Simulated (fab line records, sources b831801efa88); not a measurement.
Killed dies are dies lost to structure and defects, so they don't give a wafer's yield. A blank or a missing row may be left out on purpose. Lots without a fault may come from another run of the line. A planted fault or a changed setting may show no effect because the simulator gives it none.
Split-lot experiment | flow sky130 | 5 lots, 10 wafers read, on a route of 708 steps

THE SPLIT
At SKY_LDD_LDN_IMPLANT_09, the setting dose_cm2 was moved away from the recipe's 1.25e+13 on 3 of the 10 wafers read, by -5.3% to -3.8%. The other wafers ran this setting at the recipe's value.

FROM THE SPLIT TO THE READING: what the file shows between them, 4 steps
- SKY_POLY_CUT_COAT_03: resist thk 450 nm (also split here: spin_rpm)
- SKY_POLY_CUT_SOFTBAKE_04: time 90 s
- SKY_POLY_CUT_EXPOSE_05: exposes mask NPCM, target cd 270 nm
- SKY_POLY_CUT_ETCH_10: etches BARC in N2/H2, stops on SiO2, time 45.9 s, target depth 60 nm

THE READING
etch.depth_nm (the simulator's own value, which no gauge read), in nm, at SKY_POLY_CUT_ETCH_11 (etches Si3N4 in CF4/CH2F2/Ar, stops on poly-Si, time 42.5 s, target depth 60 nm). The file gives no usual value for it. The 7 wafers here that ran the recipe average 61.87 nm, standard deviation 0.55 nm.

wafer  | tool, chamber at the split | dose_cm2 as run | against the recipe | etch.depth_nm, nm | against lot-mates on the recipe
L077.1 | implanter-04, 0            | 1.25e+13        | recipe             | 61.87             | -
L077.3 | implanter-04, 0            | 1.202e+13       | -3.8%              | 62.14             | +0.27
L079.3 | implanter-03, 0            | 1.25e+13        | recipe             | 62.21             | -
L079.5 | implanter-03, 0            | 1.25e+13        | recipe             | 62.18             | -
L080.5 | implanter-01, 0            | 1.191e+13       | -4.7%              | 64.33             | no lot-mate on the recipe
L083.3 | implanter-01, 0            | 1.184e+13       | -5.3%              | 61.17             | +0.62
L083.6 | implanter-01, 0            | 1.25e+13        | recipe             | 60.55             | -
L085.1 | implanter-03, 0            | 1.25e+13        | recipe             | 62.06             | -
L085.2 | implanter-03, 0            | 1.25e+13        | recipe             | 62.01             | -
L085.4 | implanter-03, 0            | 1.25e+13        | recipe             | 62.18             | -

THE FIT
A straight line over all 10 wafers: etch.depth_nm changes by -0.135 nm for each +1% of dose_cm2; r = -0.32; the points scatter about the line by 0.97 nm.
The same after taking each lot's own level away (the mean of its wafers on the recipe; 9 wafers): -0.102 nm for each +1%; r = -0.95; scatter 0.073 nm.
On that fit, the largest move of dose_cm2 shifts the reading by 0.54 nm.
The lots' own levels span 60.550 to 62.195 nm, that is 3.0 times the standard deviation above.
So the lot-to-lot level blurs the effect unless lot-mates are compared.
Check: with one of the wafers moved furthest among these (-5.3%) left out of the fit, the line predicts +0.371 nm for it against its lot-mates. It came out at +0.62 nm against them.

OTHER SPLITS ON THESE WAFERS
These wafers also went through other splits before the reading. Each is held against what the fit with the lots' levels taken away leaves over:
other split on the same wafers   | wafers away from the commonest value | r with etch.depth_nm (lot level and that fit taken away)
SKY_POLY_GATE_SOFTBAKE_09 temp_c | 2                                    | +0.01
SKY_LDD_N_COAT_02 spin_rpm       | 2                                    | +0.65
SKY_LDD_N_IMPLANT_08 dose_cm2    | 3                                    | -0.16
SKY_POLY_CUT_COAT_03 spin_rpm    | 1                                    | +0.03

THE FILE'S OWN FIT
etch.depth_nm changes by -0.101 nm for each +1% of dose_cm2, r = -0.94.
